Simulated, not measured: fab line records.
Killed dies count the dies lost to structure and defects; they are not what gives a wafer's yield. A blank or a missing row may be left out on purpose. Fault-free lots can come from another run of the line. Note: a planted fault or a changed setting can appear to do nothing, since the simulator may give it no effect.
Comparing a struck lot with a sound one ; flow gf180mcu ; 19 steps out of a route of 602
Sound: wafers L290.1, L290.2, L290.3. The struck wafers were L304.3, L304.5, L304.6. The cause comes at the end.
For every step that has rows: the tool of each side, followed by ch and its chambers, followed by its first start. Under that, the readings that differ: sound wafers ; struck wafers ; difference of the means ; sigmas: that difference in standard deviations of wafers without a fault.
alike: words and numbers the same on both sides, and readings whose means are apart by under 2 such deviations; not compared: readings that were withheld, readings missing a value for some wafer, numbers with overlapping values and no deviation given by the record, and bounds like >300 which may hide the same value.
A row with sigmas, a row that says differs or no value, or rows on one side alone: a step with any of these is where the two part. Non-overlapping numbers with no deviation appear without sigmas and do not part them. A reading missing from all wafers of one side parts the sides only when that side holds two or more wafers.

GF_V3_ETCH_17: etches SiO2 in C4F8/O2/Ar, stops on TiN, target depth 635 nm.
  sound: rieDiel-03 ch 0,1,2; struck: rieDiel-03 ch 0,1
  alike: biasW, oesProductAu, rfFwdPowerW
GF_V3_STRIP_18: strips in O2/N2.
  sound on plasmaAsher-02 ch 0,1, day 23 05:55; struck on plasmaAsher-03 ch 0,1, day 28 06:46
  alike: drypumpMotorCurrentA, heaterPowerW, oesProductAu
  not compared: rfHoursCounterH
then, 4 steps without rows for these wafers: GF_V3_STRIP_19 (strips in post etch residue remover, time 1200 s); GF_V3_CLEAN_20 (cleans in DIW); GF_V3_SPUTTER_21 (material Ti, target thk 15 nm, time 80.02 s); GF_V3_SPUTTER_22 (material TiN, target thk 10 nm, time 40 s).
GF_V3_CVD_23: deposits W, target thk 350 nm, time 104.9 s.
  sound on cvdW-01 ch 0,1, day 23 06:34; struck on cvdW-02 ch 0,1, day 28 07:25
  alike: heaterPowerW
GF_V3_RS_MEAS_24: a four-point-probe measurement.
  sound: filmMetro-01 at day 23 06:40; struck: filmMetro-01 at day 28 07:32
reading;sound;struck;difference;sigmas
V3_W_RS (ohm/sq);0.329 0.331 0.335;0.324 0.320 0.319;-0.011;-3
GF_V3_THK_MEAS_25: measures by xrf.
  sound: filmMetro-01 at day 23 06:47; struck: filmMetro-01 at day 28 07:38
reading;sound;struck;difference;sigmas
V3_W_THK (nm);352 350 342;359 361 365;+14;+3
then, 1 step without rows for these wafers: GF_V3_CMP_26 (polishes, stops on SiO2, t overpolish 15.76 s, target thk 0 nm).
GF_M4_SPUTTER_00: material Ti, target thk 37.5 nm, time 150 s.
  sound: pvdSputter-04 at day 23 07:09; struck: pvdSputter-04 at day 28 07:59
  alike: substrateTempC, throttleValvePct
then, 1 step without rows for these wafers: GF_M4_SPUTTER_01 (material TiN, target thk 30 nm, time 25 s).
GF_M4_SPUTTER_02: material AlCu, target thk 450 nm, time 23.9 s.
  sound: pvdSputter-04 at day 23 07:17; struck: pvdSputter-04 at day 28 08:07
reading;sound;struck;difference;sigmas
model.AlCu_of_M4_SPUTTER_02.thkNm (nm);455.5 462.2 456.6;494.9 495.9 488.8;+35.1;
  alike: throttleValvePct
then, 1 step without rows for these wafers: GF_M4_SPUTTER_03 (material Ti, target thk 10 nm, time 6.7 s).
GF_M4_SPUTTER_04: material TiN, target thk 50 nm, time 41.7 s.
  sound: pvdSputter-04 at day 23 07:20; struck: pvdSputter-04 at day 28 08:10
  alike: throttleValvePct
GF_M4_RS_MEAS_05: a four-point-probe measurement.
  sound: filmMetro-03 at day 23 07:22; struck: filmMetro-04 at day 28 08:14
reading;sound;struck;difference;sigmas
M4_ALCU_RS (ohm/sq);0.0688 0.0678 0.0685;0.0632 0.0629 0.0640;-0.0050;-6
GF_M4_THK_MEAS_06: measures by xrf.
  sound: filmMetro-03 at day 23 07:29; struck: filmMetro-04 at day 28 08:20
reading;sound;struck;difference;sigmas
M4_ALCU_THK (nm);457 466 458;498 498 491;+35;+6
then, 1 step without rows for these wafers: GF_M4_DEHYDRATE_07 (time 60 s).
-- the record jumps here: 6 days lie between the struck wafers' starts before and after (it left off in module M4 and takes up again in module PASSIVATION, whose first step shown is number 602 of the route) --
GF_PASSIVATION_PROBE_99:
  sound: prober-01 at day 29 18:12; struck: prober-02 at day 33 23:52
reading;sound;struck;difference;sigmas
model.etest.nwell.lineOhmUm;1225 1235 1230;1194 1183 1195;-39;
  not compared: model.etest.nwell.rsOhmSq, model.etest.pldd_6p0.lineOhmUm, model.etest.nwell.rsOhmSqRange, model.etest.pwellInDnwell.lineOhmUm, model.etest.ldpmos_10p0.rOnOhmUm, model.etest.pmos_6p0.rOnOhmUm, model.etest.pldd_6p0.rsOhmSq

WHERE THEY PART
Earliest at GF_V3_RS_MEAS_24; latest, in this record, at GF_M4_THK_MEAS_06.

WHY: whatever the simulator had introduced
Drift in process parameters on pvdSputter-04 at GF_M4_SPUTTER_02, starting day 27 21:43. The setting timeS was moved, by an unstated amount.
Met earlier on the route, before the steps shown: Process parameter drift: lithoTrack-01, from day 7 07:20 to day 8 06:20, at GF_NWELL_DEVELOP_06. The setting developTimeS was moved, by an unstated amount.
